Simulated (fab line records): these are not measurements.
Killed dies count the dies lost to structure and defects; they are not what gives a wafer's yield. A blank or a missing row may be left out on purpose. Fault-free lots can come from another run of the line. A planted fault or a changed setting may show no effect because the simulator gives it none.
fab line records -- flow gf180mcu -- part 1 of 2: steps 1 to 33 of 42
record lots=5, wafers=15, last_day=34
route steps=602 shown M2@370 V2@382 M3@409
lots untouched by any fault: they come from a run of this same line in which no faults occurred
start_h: start of the lot's first displayed wafer, in hours after the record's first day -- wait_h: time in hours since the lot's previous step -- " same as the row above -- L1.1+2: one row covering several wafers at once -- - either no value or no given start -- * or withheld: withheld -- < > ~ a bound
route shown NAME@n: names a module that has steps shown in the file, with the first one's number in the route -- usual: mean and standard deviation over wafers with no fault -- same: alike in all rows -- chamber/n: place in a boat -- sites: readings site by site -- _std_site: the values' standard deviation -- _edge_site: inner sites' mean taken away from outer sites' mean -- radius_mm: how far each site lies from the wafer's centre -- mask NAME#n: copy n -- behind: the last tool/chamber to shape the wafer -- hold: reason for holding the lot/hours on hold/outcome of the hold -- device: the n, p or np transistor that did not switch -- end of line: at the end of the route, the tests of the same wafers -- step lacking rows: just its recipe -- killed: not the wafer's yield, but the dies lost to structure and defects at the first sort -- map: a wafer's dies, marking killed ones x, the rest . and places with no die _
set.NAME: the setting as run; set.NAME@STEP: as run at that earlier step -- model.NAME: the simulator's own value behind a step, which no gauge read
a table for each step, a row for each wafer; lots at some steps of the route
services: from which hour (start_h, from the record's first day; less than 0 if before it) a tool's chamber was out of use, for how many hours, and why
## steps
# step GF_M2_HMDS_08
# recipe prime_time_s=60, prime_temp_c=120
lot.wafer,tool,chamber,start_h,wait_h
L083.1+2+6,litho_track-03,0,509.16,0.1
L089.1+3+5,litho_track-04,0,564.77,0.1
L091.1+2+3,litho_track-03,0,576.71,0.1
L094.2+3+6,litho_track-02,0,591.60,0.1
L097.3+4+6,litho_track-04,0,611.42,0.1
# step GF_M2_COAT_09
# recipe resist=KrF, spin_rpm=withheld, resist_thk_nm=1000
lot.wafer,tool,chamber,start_h,wait_h
L083.1+2+6,litho_track-03,0,509.31,0.1
L089.1+3+5,litho_track-04,0,564.92,0.1
L091.1+2+3,litho_track-03,0,576.86,0.1
L094.2+3+6,litho_track-02,0,591.75,0.1
L097.3+4+6,litho_track-04,0,611.57,0.1
# step GF_M2_SOFTBAKE_10
# recipe temp_c=130, time_s=60, resist=KrF
lot.wafer,tool,chamber,start_h,wait_h
L083.1+2+6,litho_track-03,0,509.46,0.1
L089.1+3+5,litho_track-04,0,565.07,0.1
L091.1+2+3,litho_track-03,0,577.01,0.1
L094.2+3+6,litho_track-02,0,591.90,0.1
L097.3+4+6,litho_track-04,0,611.72,0.1
# step GF_M2_EXPOSE_11
# recipe mask_id=Metal2, target_cd_nm=280, na=0.68, source_shape=conventional, sigma_outer=0.6, dose_mj=28
lot.wafer,tool,chamber,start_h,wait_h,mask
L083.1+2+6,krf_scanner-02,0,-,-,Metal2#0
L089.1+3+5,krf_scanner-01,0,-,-,Metal2#0
L091.1+2+3,krf_scanner-02,0,-,-,Metal2#0
L094.2+3+6,krf_scanner-01,0,-,-,Metal2#0
L097.3+4+6,krf_scanner-01,0,-,-,Metal2#0
# step GF_M2_PEB_12
# recipe peb_temp_c=135, peb_time_s=90, resist=KrF
lot.wafer,tool,chamber,start_h,wait_h
L083.1+2+6,litho_track-04,0,-,-
L089.1+3+5,litho_track-04,0,-,-
L091.1+2+3,litho_track-04,0,-,-
L094.2+3+6,litho_track-04,0,-,-
L097.3+4+6,litho_track-04,0,-,-
# step GF_M2_DEVELOP_13
# recipe develop_time_s=60, dev_temp_c=21
lot.wafer,tool,chamber,start_h,wait_h
L083.1+2+6,litho_track-04,0,521.22,0.2
L089.1+3+5,litho_track-04,0,575.72,0.2
L091.1+2+3,litho_track-04,0,587.07,0.2
L094.2+3+6,litho_track-04,0,601.80,0.2
L097.3+4+6,litho_track-04,0,621.77,0.1
# step GF_M2_CD_MEAS_14
# recipe target_cd_nm=280
# usual cd_nm=279.8/1.2
lot.wafer,tool,chamber,start_h,wait_h,cd_nm
L083.1,cd_sem-01,-,521.37,0.1,278.2
L083.2,cd_sem-01,-,521.37,0.1,279.6
L083.6,cd_sem-01,-,521.37,0.1,278.4
L089.1,cd_sem-02,-,575.87,0.1,278.4
L089.3,cd_sem-02,-,575.87,0.1,277.6
L089.5,cd_sem-02,-,575.87,0.1,277.9
L091.1,cd_sem-02,-,587.22,0.1,281.3
L091.2,cd_sem-02,-,587.22,0.1,281.3
L091.3,cd_sem-02,-,587.22,0.1,281.7
L094.2,cd_sem-01,-,601.94,0.1,280.4
L094.3,cd_sem-01,-,601.94,0.1,280.6
L094.6,cd_sem-01,-,601.94,0.1,280.2
L097.3,cd_sem-02,-,621.91,0.1,278.7
L097.4,cd_sem-02,-,621.91,0.1,278.7
L097.6,cd_sem-02,-,621.91,0.1,278.7
# step GF_M2_OVL_MEAS_15
# usual M2_OVL=2/7
lot.wafer,tool,chamber,start_h,wait_h,M2_OVL[nm]
L083.1,overlay-02,-,521.49,0.1,8
L083.2,overlay-02,-,521.49,0.1,4
L083.6,overlay-02,-,521.49,0.1,11
L089.1,overlay-02,-,575.99,0.1,4
L089.3,overlay-02,-,575.99,0.1,4
L089.5,overlay-02,-,575.99,0.1,0
L091.1,overlay-02,-,587.34,0.1,15
L091.2,overlay-02,-,587.34,0.1,0
L091.3,overlay-02,-,587.34,0.1,11
L094.2,overlay-01,-,602.05,0.1,2
L094.3,overlay-01,-,602.05,0.1,-2
L094.6,overlay-01,-,602.05,0.1,3
L097.3,overlay-02,-,622.00,0.1,-2
L097.4,overlay-02,-,622.00,0.1,-10
L097.6,overlay-02,-,622.00,0.1,7
# step GF_M2_METAL_ETCH_16
# recipe chemistry=Cl2/BCl3, mask_material=KrF, target_depth_nm=750.8, stop_on=SiO2, pressure_mtorr=8, icp_w=800, bias_w=140, Cl2_flow_sccm=80, bcl3_flow_sccm=40, time_s=125.1
# usual bias_w=139.9/0.41, drypump_motor_current_A=5.8/0.49, oes_product_au=0.991/0.0061, throttle_valve_pct=28.228/0.01
lot.wafer,tool,chamber,start_h,wait_h,bias_w,drypump_motor_current_A,oes_product_au,rf_hours_counter_h,throttle_valve_pct
L083.1,rie_metal-01,1,521.53,0.0,139.7,5.9,0.985,3,28.223
L083.2,rie_metal-01,0,521.53,0.0,140.0,4.9,0.998,9,28.234
L083.6,rie_metal-01,1,521.53,0.0,139.8,5.9,1.002,-,28.222
L089.1,rie_metal-02,1,576.03,0.0,139.9,5.4,0.987,3,28.228
L089.3,rie_metal-02,0,576.03,0.0,140.1,6.1,0.986,-,28.238
L089.5,rie_metal-02,1,576.03,0.0,140.2,5.4,0.987,-,28.220
L091.1,rie_metal-01,1,587.38,0.0,140.5,5.9,0.997,5,28.219
L091.2,rie_metal-01,0,587.38,0.0,140.1,4.9,0.991,11,28.226
L091.3,rie_metal-01,0,587.38,0.0,140.0,4.9,1.000,-,28.226
L094.2,rie_metal-02,0,602.08,0.0,140.0,6.1,0.988,3,28.237
L094.3,rie_metal-02,1,602.08,0.0,139.6,5.4,0.991,-,28.237
L094.6,rie_metal-02,0,602.08,0.0,139.7,6.2,0.996,-,28.222
L097.3,rie_metal-04,1,622.07,0.1,139.9,6.1,1.001,-,28.237
L097.4,rie_metal-04,0,622.07,0.1,140.4,6.3,0.989,-,28.230
L097.6,rie_metal-04,0,622.07,0.1,139.3,6.3,0.990,-,28.228
# step GF_M2_STRIP_17
# recipe chemistry=O2/N2, power_w=1400, pressure_mtorr=1500, platen_temp_c=250, o2_flow_sccm=3000, n2_flow_sccm=300, overash_fraction=0.5
# usual drypump_motor_current_A=6.07/0.2, heater_power_w=331/10, oes_product_au=0.537/0.0048, strip_time_to_endpoint_s=7.38/0.053
lot.wafer,tool,chamber,start_h,wait_h,drypump_motor_current_A,heater_power_w,oes_product_au,rf_hours_counter_h,strip_time_to_endpoint_s
L083.1,plasma_asher-01,1,521.66,0.1,6.42,318,0.539,82,7.36
L083.2,plasma_asher-01,0,521.66,0.1,5.78,335,0.532,82,7.35
L083.6,plasma_asher-01,0,521.66,0.1,5.80,335,0.546,-,7.31
L089.1,plasma_asher-01,1,576.16,0.1,6.45,319,0.535,88,7.45
L089.3,plasma_asher-01,0,576.16,0.1,5.79,342,0.538,-,7.40
L089.5,plasma_asher-01,0,576.16,0.1,5.77,332,0.535,-,7.48
L091.1,plasma_asher-02,0,587.51,0.1,6.04,339,0.539,16,7.27
L091.2,plasma_asher-02,1,587.51,0.1,6.15,335,0.533,16,7.37
L091.3,plasma_asher-02,0,587.51,0.1,6.03,338,0.537,-,7.31
L094.2,plasma_asher-01,0,602.21,0.1,5.80,339,0.535,91,7.35
L094.3,plasma_asher-01,0,602.21,0.1,5.80,336,0.533,-,7.39
L094.6,plasma_asher-01,1,602.21,0.1,6.39,322,0.536,-,7.36
L097.3,plasma_asher-04,1,622.19,0.1,6.10,332,0.539,-,7.38
L097.4,plasma_asher-04,0,622.19,0.1,5.85,343,0.543,-,7.40
L097.6,plasma_asher-04,0,622.19,0.1,5.87,340,0.544,-,7.40
# step GF_M2_STRIP_18
# recipe chemistry=post_etch_residue_remover, time_s=1200, temp_c=72.5
lot.wafer,tool,chamber,start_h,wait_h
L083.1+2+6,wet_bench-02,1,521.76,0.1
L089.1+3+5,wet_bench-02,1,576.26,0.1
L091.1+2+3,wet_bench-04,0,587.61,0.1
L094.2+3+6,wet_bench-02,0,602.31,0.1
L097.3+4+6,wet_bench-03,0,622.26,0.0
# step GF_M2_CLEAN_19
# recipe chemistry=DIW, dry=n2_spin
lot.wafer,tool,chamber,start_h,wait_h
L083.1+2+6,wet_bench-04,1,522.10,0.0
L089.1+3+5,wet_bench-03,1,576.60,0.0
L091.1+2+3,wet_bench-03,3,587.95,0.0
L094.2+3+6,wet_bench-03,2,602.65,0.0
L097.3+4+6,wet_bench-02,1,622.60,0.0
# step GF_V2_CVD_00
# recipe material=SiO2, target_thk_nm=600, sigma_open_frac=0.3, temp_c=400, time_s=100, sih4_flow_sccm=60, pressure_mtorr=6
# usual sih4_flow_sccm=60.01/0.17
lot.wafer,tool,chamber,start_h,wait_h,sih4_flow_sccm
L083.1,hdpcvd-01,1,522.19,0.0,59.82
L083.2,hdpcvd-01,2,522.19,0.0,60.14
L083.6,hdpcvd-01,2,522.19,0.0,60.03
L089.1,hdpcvd-01,1,576.69,0.0,59.84
L089.3,hdpcvd-01,0,576.69,0.0,59.94
L089.5,hdpcvd-01,0,576.69,0.0,59.84
L091.1,hdpcvd-02,0,588.04,0.0,60.07
L091.2,hdpcvd-02,1,588.04,0.0,60.06
L091.3,hdpcvd-02,2,588.04,0.0,59.99
L094.2,hdpcvd-02,1,602.74,0.0,60.08
L094.3,hdpcvd-02,2,602.74,0.0,60.11
L094.6,hdpcvd-02,1,602.74,0.0,59.85
L097.3,hdpcvd-01,2,622.70,0.0,60.41
L097.4,hdpcvd-01,1,622.70,0.0,60.02
L097.6,hdpcvd-01,2,622.70,0.0,60.13
# step GF_V2_THK_MEAS_01
# recipe reads=SiO2_of_V2_CVD_00
# usual V2_CVD_00_THK=601/6.8
lot.wafer,tool,chamber,start_h,wait_h,V2_CVD_00_THK[nm]
L083.1,film_metro-04,-,522.26,0.0,617
L083.2,film_metro-04,-,522.26,0.0,603
L083.6,film_metro-04,-,522.26,0.0,598
L089.1,film_metro-01,-,576.76,0.0,603
L089.3,film_metro-01,-,576.76,0.0,602
L089.5,film_metro-01,-,576.76,0.0,608
L091.1,film_metro-01,-,588.11,0.0,602
L091.2,film_metro-01,-,588.11,0.0,604
L091.3,film_metro-01,-,588.11,0.0,608
L094.2,film_metro-03,-,602.82,0.0,610
L094.3,film_metro-03,-,602.82,0.0,610
L094.6,film_metro-03,-,602.82,0.0,610
L097.3,film_metro-03,-,622.82,0.1,601
L097.4,film_metro-03,-,622.82,0.1,605
L097.6,film_metro-03,-,622.82,0.1,597
# step GF_V2_CVD_02
# recipe material=SiO2, target_thk_nm=850, precursor=TEOS, temp_c=400, time_s=94.851, rf_w=600
# usual heater_power_w=691/130
lot.wafer,tool,chamber,start_h,wait_h,heater_power_w
L083.1,pecvd-01,0,522.32,0.1,560
L083.2,pecvd-01,2,522.32,0.1,719
L083.6,pecvd-01,0,522.32,0.1,641
L089.1,pecvd-01,2,576.82,0.1,684
L089.3,pecvd-01,0,576.82,0.1,722
L089.5,pecvd-01,0,576.82,0.1,564
L091.1,pecvd-03,0,588.17,0.1,1022
L091.2,pecvd-03,1,588.17,0.1,678
L091.3,pecvd-03,2,588.17,0.1,608
L094.2,pecvd-03,1,602.87,0.0,586
L094.3,pecvd-03,0,602.87,0.0,959
L094.6,pecvd-03,0,602.87,0.0,1005
L097.3,pecvd-03,1,622.90,0.1,602
L097.4,pecvd-03,0,622.90,0.1,843
L097.6,pecvd-03,0,622.90,0.1,940
# step GF_V2_THK_MEAS_03
# recipe reads=SiO2_of_V2_CVD_02
# usual V2_CVD_02_THK=854/10
lot.wafer,tool,chamber,start_h,wait_h,V2_CVD_02_THK[nm]
L083.1,film_metro-03,-,522.39,0.0,855
L083.2,film_metro-03,-,522.39,0.0,852
L083.6,film_metro-03,-,522.39,0.0,861
L089.1,film_metro-01,-,576.89,0.0,848
L089.3,film_metro-01,-,576.89,0.0,842
L089.5,film_metro-01,-,576.89,0.0,865
L091.1,film_metro-01,-,588.24,0.0,861
L091.2,film_metro-01,-,588.24,0.0,835
L091.3,film_metro-01,-,588.24,0.0,850
L094.2,film_metro-03,-,602.95,0.0,845
L094.3,film_metro-03,-,602.95,0.0,846
L094.6,film_metro-03,-,602.95,0.0,874
L097.3,film_metro-03,-,622.99,0.1,863
L097.4,film_metro-03,-,622.99,0.1,869
L097.6,film_metro-03,-,622.99,0.1,861
# step GF_V2_CMP_04
# recipe material=SiO2, down_force_psi=4, platen_rpm=60, pad_velocity_m_s=0.94248
# usual motor_current_A=13.2/0.81, time_to_endpoint_s=83/5
lot.wafer,tool,chamber,start_h,wait_h,motor_current_A,time_to_endpoint_s
L083.1,cmp-02,3,522.45,0.1,12.6,80
L083.2,cmp-02,0,522.45,0.1,14.3,80
L083.6,cmp-02,3,522.45,0.1,13.1,83
L089.1,cmp-01,2,576.95,0.1,13.7,86
L089.3,cmp-01,1,576.95,0.1,13.6,77
L089.5,cmp-01,2,576.95,0.1,13.5,94
L091.3,cmp-02,1,588.30,0.0,14.2,77
L091.2,cmp-02,2,588.30,0.0,14.0,77
L091.1,cmp-02,3,588.30,0.0,12.5,89
L094.2,cmp-02,2,603.00,0.0,14.4,82
L094.3,cmp-02,3,603.00,0.0,13.3,84
L094.6,cmp-02,3,603.00,0.0,12.7,96
L097.4,cmp-02,1,623.13,0.1,12.9,86
L097.3,cmp-02,2,623.13,0.1,14.7,85
L097.6,cmp-02,3,623.13,0.1,12.7,89
# step GF_V2_BOW_MEAS_05
# recipe mode=bow
# usual V2_BOW=99/8.6
lot.wafer,tool,chamber,start_h,wait_h,V2_BOW[um]
L083.1,film_metro-03,-,522.75,0.2,89
L083.2,film_metro-03,-,522.75,0.2,82
L083.6,film_metro-03,-,522.75,0.2,91
L089.1,film_metro-03,-,577.25,0.2,99
L089.3,film_metro-03,-,577.25,0.2,95
L089.5,film_metro-03,-,577.25,0.2,98
L091.1,film_metro-03,-,588.60,0.1,92
L091.2,film_metro-03,-,588.60,0.1,111
L091.3,film_metro-03,-,588.60,0.1,95
L094.2,film_metro-03,-,603.32,0.3,93
L094.3,film_metro-03,-,603.32,0.3,100
L094.6,film_metro-03,-,603.32,0.3,103
L097.3,film_metro-04,-,623.37,0.1,102
L097.4,film_metro-04,-,623.37,0.1,111
L097.6,film_metro-04,-,623.37,0.1,94
# step GF_V2_DEHYDRATE_06
# recipe temp_c=200, time_s=60
lot.wafer,tool,chamber,start_h,wait_h
L083.1+2+6,litho_track-02,0,533.53,10.8
L089.1+3+5,litho_track-03,0,586.26,9.0
L091.1+2+3,litho_track-03,0,598.81,10.2
L094.2+3+6,litho_track-02,0,613.45,10.1
L097.3+4+6,litho_track-01,0,633.08,9.7
# step GF_V2_HMDS_07
# recipe prime_time_s=60, prime_temp_c=120
lot.wafer,tool,chamber,start_h,wait_h
L083.1+2+6,litho_track-02,0,533.68,0.1
L089.1+3+5,litho_track-03,0,586.41,0.1
L091.1+2+3,litho_track-03,0,598.96,0.1
L094.2+3+6,litho_track-02,0,613.60,0.1
L097.3+4+6,litho_track-01,0,633.23,0.1
# step GF_V2_COAT_08
# recipe resist=BARC, temp_c=withheld, time_s=withheld, spin_rpm=withheld, resist_thk_nm=withheld
lot.wafer,tool,chamber,start_h,wait_h
L083.1+2+6,litho_track-02,0,533.83,0.1
L089.1+3+5,litho_track-03,0,586.56,0.1
L091.1+2+3,litho_track-03,0,599.11,0.1
L094.2+3+6,litho_track-02,0,613.75,0.1
L097.3+4+6,litho_track-01,0,633.38,0.1
# step GF_V2_COAT_09
# recipe resist=KrF, spin_rpm=withheld, resist_thk_nm=1000
lot.wafer,tool,chamber,start_h,wait_h
L083.1+2+6,litho_track-02,0,-,-
L089.1+3+5,litho_track-03,0,-,-
L091.1+2+3,litho_track-03,0,-,-
L094.2+3+6,litho_track-02,0,-,-
L097.3+4+6,litho_track-01,0,-,-
# step GF_V2_SOFTBAKE_10
# recipe temp_c=130, time_s=60, resist=KrF
lot.wafer,tool,chamber,start_h,wait_h
L083.1+2+6,litho_track-02,0,-,-
L089.1+3+5,litho_track-03,0,-,-
L091.1+2+3,litho_track-03,0,-,-
L094.2+3+6,litho_track-02,0,-,-
L097.3+4+6,litho_track-01,0,-,-
# step GF_V2_EXPOSE_11
# recipe mask_id=Via2, target_cd_nm=260, na=0.68, source_shape=conventional, sigma_outer=0.6, dose_mj=38
lot.wafer,tool,chamber,start_h,wait_h,mask
L083.1+2+6,krf_scanner-01,0,-,-,Via2#0
L089.1+3+5,krf_scanner-02,0,-,-,Via2#0
L091.1+2+3,krf_scanner-01,0,-,-,Via2#0
L094.2+3+6,krf_scanner-02,0,-,-,Via2#0
L097.3+4+6,krf_scanner-02,0,-,-,Via2#0
# step GF_V2_PEB_12
# recipe peb_temp_c=135, peb_time_s=90, resist=KrF
lot.wafer,tool,chamber,start_h,wait_h
L083.1+2+6,litho_track-02,0,-,-
L089.1+3+5,litho_track-01,0,-,-
L091.1+2+3,litho_track-03,0,-,-
L094.2+3+6,litho_track-01,0,-,-
L097.3+4+6,litho_track-03,0,-,-
# step GF_V2_DEVELOP_13
# recipe develop_time_s=60, resist=KrF, dev_temp_c=21
lot.wafer,tool,chamber,start_h,wait_h
L083.1+2+6,litho_track-02,0,545.33,0.2
L089.1+3+5,litho_track-01,0,597.68,0.2
L091.1+2+3,litho_track-03,0,609.11,0.2
L094.2+3+6,litho_track-01,0,623.95,0.2
L097.3+4+6,litho_track-03,0,643.36,0.1
# step GF_V2_CD_MEAS_14
# recipe target_cd_nm=260
# usual cd_nm=259.8/1.3
lot.wafer,tool,chamber,start_h,wait_h,cd_nm
L083.1,cd_sem-01,-,545.48,0.1,259.3
L083.2,cd_sem-01,-,545.48,0.1,260.1
L083.6,cd_sem-01,-,545.48,0.1,260.2
L089.1,cd_sem-01,-,597.83,0.1,259.0
L089.3,cd_sem-01,-,597.83,0.1,260.2
L089.5,cd_sem-01,-,597.83,0.1,258.4
L091.1,cd_sem-01,-,609.26,0.1,259.8
L091.2,cd_sem-01,-,609.26,0.1,259.6
L091.3,cd_sem-01,-,609.26,0.1,259.8
L094.2,cd_sem-01,-,624.10,0.1,260.9
L094.3,cd_sem-01,-,624.10,0.1,262.0
L094.6,cd_sem-01,-,624.10,0.1,260.2
L097.3,cd_sem-02,-,643.50,0.1,259.0
L097.4,cd_sem-02,-,643.50,0.1,259.1
L097.6,cd_sem-02,-,643.50,0.1,257.7
# step GF_V2_OVL_MEAS_15
# usual V2_OVL=-3/6.4
lot.wafer,tool,chamber,start_h,wait_h,V2_OVL[nm]
L083.1,overlay-01,-,545.60,0.1,11
L083.2,overlay-01,-,545.60,0.1,5
L083.6,overlay-01,-,545.60,0.1,-1
L089.1,overlay-02,-,597.95,0.1,-12
L089.3,overlay-02,-,597.95,0.1,-14
L089.5,overlay-02,-,597.95,0.1,-8
L091.1,overlay-01,-,609.38,0.1,-4
L091.2,overlay-01,-,609.38,0.1,-9
L091.3,overlay-01,-,609.38,0.1,-2
L094.2,overlay-02,-,624.20,0.1,-13
L094.3,overlay-02,-,624.20,0.1,-9
L094.6,overlay-02,-,624.20,0.1,-19
L097.3,overlay-02,-,643.59,0.1,-1
L097.4,overlay-02,-,643.59,0.1,-6
L097.6,overlay-02,-,643.59,0.1,-8
# step GF_V2_ETCH_16
# recipe chemistry=N2/H2, target_depth_a=withheld, overetch_a=withheld, time_s=withheld, target=BARC, ion_energy_ev=200, source_w=500, bias_w=100, pressure_mtorr=30, n2_flow_sccm=100, h2_flow_sccm=200
# usual bias_w=100.0/0.3, drypump_motor_current_A=5.6/0.34, oes_product_au=0.855/0.0053, throttle_valve_pct=13.223/0.0087
lot.wafer,tool,chamber,start_h,wait_h,bias_w,drypump_motor_current_A,oes_product_au,throttle_valve_pct
L083.1,rie_diel-02,1,545.63,0.0,100.3,5.2,0.847,13.224
L083.2,rie_diel-02,0,545.63,0.0,99.9,5.4,0.855,13.230
L083.6,rie_diel-02,3,545.63,0.0,100.3,5.9,0.856,13.224
L089.1,rie_diel-02,1,597.99,0.0,100.0,5.2,0.855,13.226
L089.3,rie_diel-02,0,597.99,0.0,99.8,5.4,0.854,13.212
L089.5,rie_diel-02,1,597.99,0.0,100.0,5.1,0.865,13.221
L091.1,rie_diel-02,2,609.42,0.0,99.7,5.8,0.847,13.227
L091.2,rie_diel-02,0,609.42,0.0,99.5,5.4,0.864,13.246
L091.3,rie_diel-02,1,609.42,0.0,100.1,5.1,0.856,13.230
L094.2,rie_diel-02,0,624.23,0.0,100.0,5.4,0.856,13.231
L094.3,rie_diel-02,3,624.23,0.0,100.2,5.9,0.856,13.212
L094.6,rie_diel-02,2,624.23,0.0,99.6,5.8,0.855,13.227
L097.3,rie_diel-03,0,643.62,0.0,100.0,5.8,0.845,13.214
L097.4,rie_diel-03,0,643.62,0.0,100.0,5.8,0.854,13.229
L097.6,rie_diel-03,2,643.62,0.0,99.6,6.3,0.858,13.235
# step GF_V2_ETCH_17
# recipe chemistry=C4F8/O2/Ar, mask_material=KrF, target=SiO2, stop_on=TiN, source_w=1500, bias_w=1200, pressure_mtorr=40, c4f8_flow_sccm=withheld, O2_flow_sccm=6, Ar_flow_sccm=300, time_s=withheld, target_depth_a=6300
# usual bias_w=1200/3.7, oes_product_au=0.856/0.0045
lot.wafer,tool,chamber,start_h,wait_h,bias_w,oes_product_au
L083.1,rie_diel-02,1,-,-,1198,0.856
L083.2,rie_diel-02,0,-,-,1199,0.859
L083.6,rie_diel-02,3,-,-,1200,0.849
L089.1,rie_diel-02,1,-,-,1201,0.855
L089.3,rie_diel-02,0,-,-,1192,0.860
L089.5,rie_diel-02,1,-,-,1201,0.857
L091.1,rie_diel-02,2,-,-,1208,0.855
L091.2,rie_diel-02,0,-,-,1196,0.857
L091.3,rie_diel-02,1,-,-,1194,0.854
L094.2,rie_diel-02,0,-,-,1193,0.857
L094.3,rie_diel-02,3,-,-,1202,0.859
L094.6,rie_diel-02,2,-,-,1195,0.856
L097.3,rie_diel-03,0,-,-,1205,0.860
L097.4,rie_diel-03,0,-,-,1205,0.853
L097.6,rie_diel-03,2,-,-,1203,0.847
# step GF_V2_STRIP_18
# recipe chemistry=O2/N2, power_w=1400, pressure_mtorr=1500, platen_temp_c=250, o2_flow_sccm=3000, n2_flow_sccm=300, overash_fraction=0.5
# usual drypump_motor_current_A=6.04/0.15, heater_power_w=335/16, oes_product_au=0.592/0.0051
lot.wafer,tool,chamber,start_h,wait_h,drypump_motor_current_A,heater_power_w,oes_product_au,rf_hours_counter_h
L083.1,plasma_asher-02,0,545.76,-,6.04,335,0.586,12
L083.2,plasma_asher-02,1,545.76,-,6.14,328,0.599,12
L083.6,plasma_asher-02,0,545.76,-,6.03,341,0.586,-
L089.1,plasma_asher-02,0,598.11,-,6.04,343,0.581,17
L089.3,plasma_asher-02,0,598.11,-,6.03,340,0.590,-
L089.5,plasma_asher-02,0,598.11,-,6.05,341,0.591,-
L091.1,plasma_asher-02,1,609.55,-,6.17,338,0.591,18
L091.2,plasma_asher-02,0,609.55,-,6.02,340,0.595,18
L091.3,plasma_asher-02,0,609.55,-,6.03,341,0.602,-
L094.2,plasma_asher-04,0,624.41,-,5.86,352,0.598,85
L094.3,plasma_asher-04,1,624.41,-,6.11,312,0.596,-
L094.6,plasma_asher-04,1,624.41,-,6.11,319,0.589,-
L097.3,plasma_asher-04,0,643.78,-,5.87,350,0.600,-
L097.4,plasma_asher-04,1,643.78,-,6.11,317,0.597,-
L097.6,plasma_asher-04,1,643.78,-,6.10,322,0.591,-
# step GF_V2_STRIP_19
# recipe chemistry=post_etch_residue_remover, time_s=1200, temp_c=72.5
lot.wafer,tool,chamber,start_h,wait_h
L083.1+2+6,wet_bench-04,3,545.86,0.1
L089.1+3+5,wet_bench-04,0,598.21,0.1
L091.1+2+3,wet_bench-03,0,609.65,0.1
L094.2+3+6,wet_bench-03,1,624.51,0.1
L097.3+4+6,wet_bench-03,0,643.84,0.0
# step GF_V2_CLEAN_20
# recipe chemistry=DIW, dry=n2_spin
lot.wafer,tool,chamber,start_h,wait_h
L083.1+2+6,wet_bench-03,3,546.23,0.0
L089.1+3+5,wet_bench-03,2,598.59,0.0
L091.1+2+3,wet_bench-04,1,609.99,0.0
L094.2+3+6,wet_bench-01,2,624.85,0.0
L097.3+4+6,wet_bench-04,1,644.19,0.0
